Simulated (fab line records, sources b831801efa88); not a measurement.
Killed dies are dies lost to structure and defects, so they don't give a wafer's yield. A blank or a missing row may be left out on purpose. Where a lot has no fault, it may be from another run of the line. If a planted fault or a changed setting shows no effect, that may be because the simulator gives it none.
Struck lot and sound lot, side by side :: flow gf180mcu :: 15 out of 602 route steps
Sound: wafers L131.2, L131.3, L131.4. Struck: wafer L138.2. (L138.1, L138.4 of the same lot were not struck and are left out.) The cause comes at the end.
For every step that has rows: the tool of each side, followed by ch and its chambers, followed by its first start. Under that, the readings that differ: sound wafers :: struck wafers :: difference of the means :: sigmas: that difference in standard deviations of wafers without a fault.
alike: a reading whose means differ by less than 2 such deviations, as well as words and numbers matching on both sides. not compared: withheld readings; readings where some wafer has no value; bounds like >300 that might hide an equal value; numbers whose values overlap and for which the record gives no deviation.
The two part at a step that has a row with sigmas, a row that says differs or no value, or rows on one side only. Numbers that have no deviation but don't overlap get no sigmas and don't part them. A reading that every wafer of one side lacks parts them only if that side has two wafers or more.

first, 3 steps without rows for these wafers: GF_V2_EXPOSE_11 (exposes mask Via2, target cd 260 nm); GF_V2_PEB_12 (peb time 90 s); GF_V2_DEVELOP_13 (develop time 60 s).
GF_V2_CD_MEAS_14: the cd target is 260 nm.
  sound on cd_sem-01 at day 24 15:10; struck on cd_sem-01 at day 26 21:01
  alike: cd_nm
GF_V2_OVL_MEAS_15:
  sound on overlay-02 at day 24 15:16; struck on overlay-02 at day 26 21:08
  alike: V2_OVL
GF_V2_ETCH_16: etches BARC in N2/H2.
  sound on rie_diel-02 ch 1,2,3, day 24 15:17; struck on rie_diel-01 ch 0, day 26 21:10
reading: drypump_motor_current_A (A)
sound: 4.8 5.0 5.1
struck: 6.5
difference: +1.5
sigmas: +3
  alike: oes_product_au, rf_fwd_power_W, throttle_valve_pct
GF_V2_ETCH_17: etches SiO2 in C4F8/O2/Ar, stops on TiN, target depth 630 nm.
  sound on rie_diel-02 ch 1,2,3; struck on rie_diel-01 ch 0
  alike: oes_product_au, rf_fwd_power_W
GF_V2_STRIP_18: strips in O2/N2.
  sound on plasma_asher-03 ch 0,1, day 24 15:25; struck on plasma_asher-01 ch 0, day 26 21:18
  alike: drypump_motor_current_A, heater_power_w, oes_product_au
  not compared: rf_hours_counter_h
then, 2 steps without rows for these wafers: GF_V2_STRIP_19 (strips in post etch residue remover, time 1200 s); GF_V2_CLEAN_20 (cleans in DIW).
GF_V2_SPUTTER_21: material Ti, target thk 15 nm, time 80.02 s.
  sound on pvd_sputter-01 at day 24 15:58; struck on pvd_sputter-01 at day 26 21:53
  alike: throttle_valve_pct
GF_V2_SPUTTER_22: material TiN, target thk 10 nm, time 40 s.
  sound on pvd_sputter-01 at day 24 16:01; struck on pvd_sputter-01 at day 26 21:56
  alike: throttle_valve_pct
GF_V2_CVD_23: deposits W, target thk 350 nm, time 104.94 s.
  sound on cvd_w-02 ch 0,1, day 24 16:04; struck on cvd_w-02 ch 0, day 26 21:59
reading: model.W_of_V2_CVD_23.thk_nm (nm)
sound: 342.6 354.8 338.7
struck: 359.6
difference: +14.2
sigmas: 
  alike: heater_power_w
GF_V2_RS_MEAS_24: uses a four-point probe to measure.
  sound on film_metro-02 at day 24 16:11; struck on film_metro-02 at day 26 22:05
reading: V2_W_RS (ohm/sq)
sound: 0.335 0.323 0.339
struck: 0.319
difference: -0.013
sigmas: -3
following that, these wafers have no rows for 1 step: GF_PASSIVATION_PROBE_99.

## WHERE THEY PART
First at GF_V2_ETCH_16; last, within this record, at GF_V2_RS_MEAS_24.

WHY: the cause the simulator had injected
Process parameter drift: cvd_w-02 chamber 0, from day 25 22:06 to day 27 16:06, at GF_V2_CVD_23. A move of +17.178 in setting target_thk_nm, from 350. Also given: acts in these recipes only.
